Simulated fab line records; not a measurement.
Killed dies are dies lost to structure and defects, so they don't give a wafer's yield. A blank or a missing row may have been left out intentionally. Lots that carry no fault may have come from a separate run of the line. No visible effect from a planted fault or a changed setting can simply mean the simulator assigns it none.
Split-lot experiment || flow sfq-line || 23 wafers read from 5 lots, route of 325 steps

ON THE SPLIT
At SFQ_TRILAYER_I4_VIA_LITHO_COAT_103 (resist thk 650 nm), the setting spin-rpm was moved away from the recipe's 3000 rpm on 6 of the 23 wafers read, by -4.2% to +2.1%. The other wafers ran this setting at the recipe's value.

BETWEEN THE SPLIT AND THE READING: the file shows 1 step in between
- SFQ_TRILAYER_I4_VIA_BARC_OPEN_VIA_ETCH_146: etches BARC in O2, target depth 125 nm, time 41.7 s (also split here: bias-w)

THE READING
KrF_of_TRILAYER_I4_VIA_LITHO_COAT_103.thk-nm (the simulator's own value, which no gauge read), in nm, at SFQ_TRILAYER_I4_VIA_ETCH_VIA_ETCH_106 (etches SiO2 in CHF3, stops on Nb, target depth 260 nm). No usual value for it is given in the file. The 17 wafers here that ran the recipe average 527.7 nm, standard deviation 3 nm.

{"wafer": "L074.1", "tool, chamber at the split": "litho-track-01, 0", "spin-rpm as run, rpm": 2904, "against the recipe": "-3.2%", "KrF_of_TRILAYER_I4_VIA_LITHO_COAT_103.thk-nm, nm": 544.7, "against lot-mates on the recipe": "+13.7"}
{"wafer": "L074.2", "tool, chamber at the split": "litho-track-01, 0", "spin-rpm as run, rpm": 3000, "against the recipe": "recipe", "KrF_of_TRILAYER_I4_VIA_LITHO_COAT_103.thk-nm, nm": 533.6, "against lot-mates on the recipe": "-"}
{"wafer": "L074.3", "tool, chamber at the split": "litho-track-01, 0", "spin-rpm as run, rpm": 3000, "against the recipe": "recipe", "KrF_of_TRILAYER_I4_VIA_LITHO_COAT_103.thk-nm, nm": 530.2, "against lot-mates on the recipe": "-"}
{"wafer": "L074.5", "tool, chamber at the split": "litho-track-01, 0", "spin-rpm as run, rpm": 2904, "against the recipe": "-3.2%", "KrF_of_TRILAYER_I4_VIA_LITHO_COAT_103.thk-nm, nm": 545.2, "against lot-mates on the recipe": "+14.2"}
{"wafer": "L074.6", "tool, chamber at the split": "litho-track-01, 0", "spin-rpm as run, rpm": 3000, "against the recipe": "recipe", "KrF_of_TRILAYER_I4_VIA_LITHO_COAT_103.thk-nm, nm": 529.2, "against lot-mates on the recipe": "-"}
{"wafer": "L077.2", "tool, chamber at the split": "litho-track-03, 0", "spin-rpm as run, rpm": 3000, "against the recipe": "recipe", "KrF_of_TRILAYER_I4_VIA_LITHO_COAT_103.thk-nm, nm": 526.9, "against lot-mates on the recipe": "-"}
{"wafer": "L077.3", "tool, chamber at the split": "litho-track-03, 0", "spin-rpm as run, rpm": 2873, "against the recipe": "-4.2%", "KrF_of_TRILAYER_I4_VIA_LITHO_COAT_103.thk-nm, nm": 536.8, "against lot-mates on the recipe": "+13.4"}
{"wafer": "L077.4", "tool, chamber at the split": "litho-track-03, 0", "spin-rpm as run, rpm": 3000, "against the recipe": "recipe", "KrF_of_TRILAYER_I4_VIA_LITHO_COAT_103.thk-nm, nm": 522.3, "against lot-mates on the recipe": "-"}
{"wafer": "L077.5", "tool, chamber at the split": "litho-track-03, 0", "spin-rpm as run, rpm": 3000, "against the recipe": "recipe", "KrF_of_TRILAYER_I4_VIA_LITHO_COAT_103.thk-nm, nm": 521.1, "against lot-mates on the recipe": "-"}
{"wafer": "L077.6", "tool, chamber at the split": "litho-track-03, 0", "spin-rpm as run, rpm": 2873, "against the recipe": "-4.2%", "KrF_of_TRILAYER_I4_VIA_LITHO_COAT_103.thk-nm, nm": 540.9, "against lot-mates on the recipe": "+17.5"}
{"wafer": "L081.1", "tool, chamber at the split": "litho-track-04, 0", "spin-rpm as run, rpm": 3000, "against the recipe": "recipe", "KrF_of_TRILAYER_I4_VIA_LITHO_COAT_103.thk-nm, nm": 529.6, "against lot-mates on the recipe": "-"}
{"wafer": "L081.2", "tool, chamber at the split": "litho-track-04, 0", "spin-rpm as run, rpm": 3000, "against the recipe": "recipe", "KrF_of_TRILAYER_I4_VIA_LITHO_COAT_103.thk-nm, nm": 528.3, "against lot-mates on the recipe": "-"}
{"wafer": "L081.3", "tool, chamber at the split": "litho-track-04, 0", "spin-rpm as run, rpm": 3000, "against the recipe": "recipe", "KrF_of_TRILAYER_I4_VIA_LITHO_COAT_103.thk-nm, nm": 524, "against lot-mates on the recipe": "-"}
{"wafer": "L081.4", "tool, chamber at the split": "litho-track-04, 0", "spin-rpm as run, rpm": 3000, "against the recipe": "recipe", "KrF_of_TRILAYER_I4_VIA_LITHO_COAT_103.thk-nm, nm": 530, "against lot-mates on the recipe": "-"}
{"wafer": "L081.5", "tool, chamber at the split": "litho-track-04, 0", "spin-rpm as run, rpm": 3000, "against the recipe": "recipe", "KrF_of_TRILAYER_I4_VIA_LITHO_COAT_103.thk-nm, nm": 527.4, "against lot-mates on the recipe": "-"}
{"wafer": "L082.2", "tool, chamber at the split": "litho-track-04, 0", "spin-rpm as run, rpm": 3000, "against the recipe": "recipe", "KrF_of_TRILAYER_I4_VIA_LITHO_COAT_103.thk-nm, nm": 525.7, "against lot-mates on the recipe": "-"}
{"wafer": "L082.3", "tool, chamber at the split": "litho-track-04, 0", "spin-rpm as run, rpm": 3000, "against the recipe": "recipe", "KrF_of_TRILAYER_I4_VIA_LITHO_COAT_103.thk-nm, nm": 530, "against lot-mates on the recipe": "-"}
{"wafer": "L082.4", "tool, chamber at the split": "litho-track-04, 0", "spin-rpm as run, rpm": 3000, "against the recipe": "recipe", "KrF_of_TRILAYER_I4_VIA_LITHO_COAT_103.thk-nm, nm": 528.3, "against lot-mates on the recipe": "-"}
{"wafer": "L085.1", "tool, chamber at the split": "litho-track-01, 0", "spin-rpm as run, rpm": 3064, "against the recipe": "+2.1%", "KrF_of_TRILAYER_I4_VIA_LITHO_COAT_103.thk-nm, nm": 521.2, "against lot-mates on the recipe": -6.9}
{"wafer": "L085.2", "tool, chamber at the split": "litho-track-01, 0", "spin-rpm as run, rpm": 3000, "against the recipe": "recipe", "KrF_of_TRILAYER_I4_VIA_LITHO_COAT_103.thk-nm, nm": 528.4, "against lot-mates on the recipe": "-"}
{"wafer": "L085.3", "tool, chamber at the split": "litho-track-01, 0", "spin-rpm as run, rpm": 3064, "against the recipe": "+2.1%", "KrF_of_TRILAYER_I4_VIA_LITHO_COAT_103.thk-nm, nm": 521.6, "against lot-mates on the recipe": -6.5}
{"wafer": "L085.5", "tool, chamber at the split": "litho-track-01, 0", "spin-rpm as run, rpm": 3000, "against the recipe": "recipe", "KrF_of_TRILAYER_I4_VIA_LITHO_COAT_103.thk-nm, nm": 528.5, "against lot-mates on the recipe": "-"}
{"wafer": "L085.6", "tool, chamber at the split": "litho-track-01, 0", "spin-rpm as run, rpm": 3000, "against the recipe": "recipe", "KrF_of_TRILAYER_I4_VIA_LITHO_COAT_103.thk-nm, nm": 527.5, "against lot-mates on the recipe": "-"}

THE FIT
A straight line over all 23 wafers: KrF_of_TRILAYER_I4_VIA_LITHO_COAT_103.thk-nm changes by -3.49 nm for each +1% of spin-rpm; r = -0.86; the points scatter about the line by 3.5 nm.
The same after taking each lot's own level away (the mean of its wafers on the recipe; 23 wafers): -3.76 nm for each +1%; r = -0.96; scatter 2 nm.
The reading moves by 16 nm for the largest change in spin-rpm, on that fit.
From 523.43 to 531.00 nm: that is the span of the lots' own levels, equal to 2.5 times the standard deviation above.
Consequently the slope shifts little with the lot-to-lot level, the two slopes agreeing.
Check: for one of the wafers moved furthest among these (-4.2%), held out of the fit, the line's prediction against its lot-mates is +17.2 nm. It came out at +13.4 nm against them.

THESE WAFERS: OTHER SPLITS
These wafers also went through other splits before the reading. Each is held against what the fit with the lots' levels taken away leaves over:
{"other split on the same wafers": "SFQ_TRILAYER_M4_ETCH_METAL_ETCH_096 time-s", "wafers away from the commonest value": 10, "r with KrF_of_TRILAYER_I4_VIA_LITHO_COAT_103.thk-nm (lot level and that fit taken away)": "+0.20"}
{"other split on the same wafers": "SFQ_TRILAYER_I4_VIA_BARC_OPEN_VIA_ETCH_146 bias-w", "wafers away from the commonest value": 12, "r with KrF_of_TRILAYER_I4_VIA_LITHO_COAT_103.thk-nm (lot level and that fit taken away)": -0.57}

THE WHOLE CHAIN: every reading that the file lists as answering this split, in the file's order
{"step": "SFQ_TRILAYER_I4_VIA_LITHO_COAT_103", "what it does": "resist thk 650 nm", "reading": "KrF_of_TRILAYER_I4_VIA_LITHO_COAT_103.thk-nm (the simulator's own value, which no gauge read)", "change (the file's fit)": "-3.45 nm for each +1% of the setting", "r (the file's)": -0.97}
{"step": "SFQ_TRILAYER_I4_VIA_BARC_OPEN_VIA_ETCH_146", "what it does": "etches BARC in O2, target depth 125 nm, time 41.7 s", "reading": "KrF_of_TRILAYER_I4_VIA_LITHO_COAT_103.thk-nm (the simulator's own value, which no gauge read)", "change (the file's fit)": "-3.67 nm for each +1% of the setting", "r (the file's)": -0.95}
{"step": "SFQ_TRILAYER_I4_VIA_ETCH_VIA_ETCH_106", "what it does": "etches SiO2 in CHF3, stops on Nb, target depth 260 nm", "reading": "KrF_of_TRILAYER_I4_VIA_LITHO_COAT_103.thk-nm (the simulator's own value, which no gauge read)", "change (the file's fit)": "-3.79 nm for each +1% of the setting", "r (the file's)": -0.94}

FILE'S OWN FIT
KrF_of_TRILAYER_I4_VIA_LITHO_COAT_103.thk-nm changes by -3.79 nm for each +1% of spin-rpm, r = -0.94.
